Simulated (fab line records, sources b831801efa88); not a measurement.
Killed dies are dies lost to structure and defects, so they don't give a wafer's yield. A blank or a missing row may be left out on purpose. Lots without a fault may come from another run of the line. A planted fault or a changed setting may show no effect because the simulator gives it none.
One fault seen from 2 desks | flow gf180mcu | each desk has only its own numbers; what lay behind them comes last

THE METROLOGY DESK
What the gauges read, lot by lot, whatever tool the lot ran on: means of the sampled wafers that have a number. A lot is out of limits, marked OUT, if its mean lies more than 4 standard deviations from the usual mean; the brackets give that distance.
Columns: A = VT_IMPLANT_3_TW at GF_VT_IMPLANT_TW_MEAS_32, usual 268.3
lot  | first seen here | A
L624 | day 7 09:14     | 266.0
L625 | day 7 19:09     | 266.8
L626 | day 7 23:12     | 266.2
L627 | day 8 05:24     | 267.5
L628 | day 8 12:11     | 267.9
L630 | day 9 00:44     | 269.2
L632 | day 9 15:03     | 264.2
L634 | day 10 03:12    | 270.8
L635 | day 10 10:57    | 269.2
L639 | day 11 11:44    | 267.4
L640 | day 11 20:06    | 267.8
L641 | day 12 02:09    | 266.4
L642 | day 12 07:45    | 266.6
L645 | day 13 05:59    | 269.2
This desk's finding: nothing out of limits on any of the 14 lots.

THE TOOL OWNER'S DESK: litho_track-02
The tool's own readings at GF_HV_LDD_DEVELOP_45 (develop time 60 s): means of the sampled wafers that have a number, for each lot that ran on this tool. A lot is out of limits, marked OUT, if its mean lies more than 4 standard deviations from the usual mean; the brackets give that distance.
Columns: A = chill_plate_temp_C at GF_HV_LDD_DEVELOP_45, usual 22.97 C
lot  | first seen here | A
L624 | day 12 22:52    | 22.88
L625 | day 13 13:26    | 22.97
L630 | day 15 01:25    | 22.99
L632 | day 15 18:40    | 22.99
This desk's finding: nothing out of limits on any of the 4 lots.

PUT TOGETHER
The metrology desk saw nothing out of limits.
The tool owner's desk saw nothing out of limits.

WHAT THE SIMULATOR HAD PUT IN
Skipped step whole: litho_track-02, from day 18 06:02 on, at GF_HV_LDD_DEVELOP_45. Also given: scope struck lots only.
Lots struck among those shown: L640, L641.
